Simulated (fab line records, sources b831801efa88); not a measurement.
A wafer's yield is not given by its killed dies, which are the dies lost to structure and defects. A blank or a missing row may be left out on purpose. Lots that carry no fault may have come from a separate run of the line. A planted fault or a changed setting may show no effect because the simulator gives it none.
Matching of chambers / flow sfq-line / cmp-02 running SFQ_TRILAYER_I1_CMP_CMP_046: 4 sister chambers
The step polishes SiO2. 14 wafers are shown with their chamber, then 6 later ones without.

== WAFERS PAIRED WITH THEIR CHAMBERS ==
wafer=L887.4; chamber=0; motor-current-A (A)=10.3; time-to-endpoint-s (s)=212
wafer=L887.5; chamber=0; motor-current-A (A)=10.4; time-to-endpoint-s (s)=210
wafer=L887.6; chamber=1; motor-current-A (A)=10.9; time-to-endpoint-s (s)=217
wafer=L888.3; chamber=0; motor-current-A (A)=10.5; time-to-endpoint-s (s)=203
wafer=L888.4; chamber=1; motor-current-A (A)=10.7; time-to-endpoint-s (s)=216
wafer=L888.5; chamber=0; motor-current-A (A)=11.3; time-to-endpoint-s (s)=202
wafer=L889.4; chamber=2; motor-current-A (A)=10.0; time-to-endpoint-s (s)=232
wafer=L889.3; chamber=0; motor-current-A (A)=10.6; time-to-endpoint-s (s)=214
wafer=L889.6; chamber=3; motor-current-A (A)=7.7; time-to-endpoint-s (s)=216
wafer=L892.2; chamber=3; motor-current-A (A)=7.5; time-to-endpoint-s (s)=219
wafer=L892.5; chamber=2; motor-current-A (A)=9.0; time-to-endpoint-s (s)=232
wafer=L892.6; chamber=3; motor-current-A (A)=7.4; time-to-endpoint-s (s)=225
wafer=L896.1; chamber=0; motor-current-A (A)=10.8; time-to-endpoint-s (s)=208
wafer=L896.3; chamber=3; motor-current-A (A)=7.4; time-to-endpoint-s (s)=208

SIGNATURES (means of the wafers above)
reading=motor-current-A; chamber 0=10.650; chamber 1=10.800; chamber 2=9.500; chamber 3=7.500; scatter within a chamber=0.351
reading=time-to-endpoint-s; chamber 0=208.17; chamber 1=216.50; chamber 2=232.00; chamber 3=217.00; scatter within a chamber=5.17
Rule: a wafer lies at a distance from a chamber equal to the root of the sum of squares, over the readings, of (its reading less the chamber's mean, divided by the reading's scatter). If the next closest chamber is less than 2 further off than the closest, the wafer can't be placed; otherwise it belongs to the closest. The scatter is the square root of a quotient: the sum, over the shown wafers, of each reading's squared deviation from its chamber's mean, divided by wafers minus chambers.

== WAFERS WITHOUT THEIR CHAMBER ==
wafer=L896.5; motor-current-A (A)=10.3; time-to-endpoint-s (s)=217
wafer=L899.4; motor-current-A (A)=11.1; time-to-endpoint-s (s)=213
wafer=L899.3; motor-current-A (A)=11.4; time-to-endpoint-s (s)=208
wafer=L899.6; motor-current-A (A)=9.9; time-to-endpoint-s (s)=217
wafer=L907.3; motor-current-A (A)=7.9; time-to-endpoint-s (s)=217
wafer=L907.5; motor-current-A (A)=10.1; time-to-endpoint-s (s)=218

== EACH ONE'S CHAMBER ==
wafer=L896.5; from the rows above=can't be placed: 1 or 0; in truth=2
wafer=L899.4; from the rows above=can't be placed: 1 or 0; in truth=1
wafer=L899.3; from the rows above=can't be placed: 0 or 1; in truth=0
wafer=L899.6; from the rows above=can't be placed: 1 or 0 or 2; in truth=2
wafer=L907.3; from the rows above=3; in truth=3
wafer=L907.5; from the rows above=can't be placed: 1 or 0 or 2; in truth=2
Correctly placed: 1 of 6. Not placeable from these rows: 5 (in 4, the candidates include the true chamber). 0 placed wrongly.
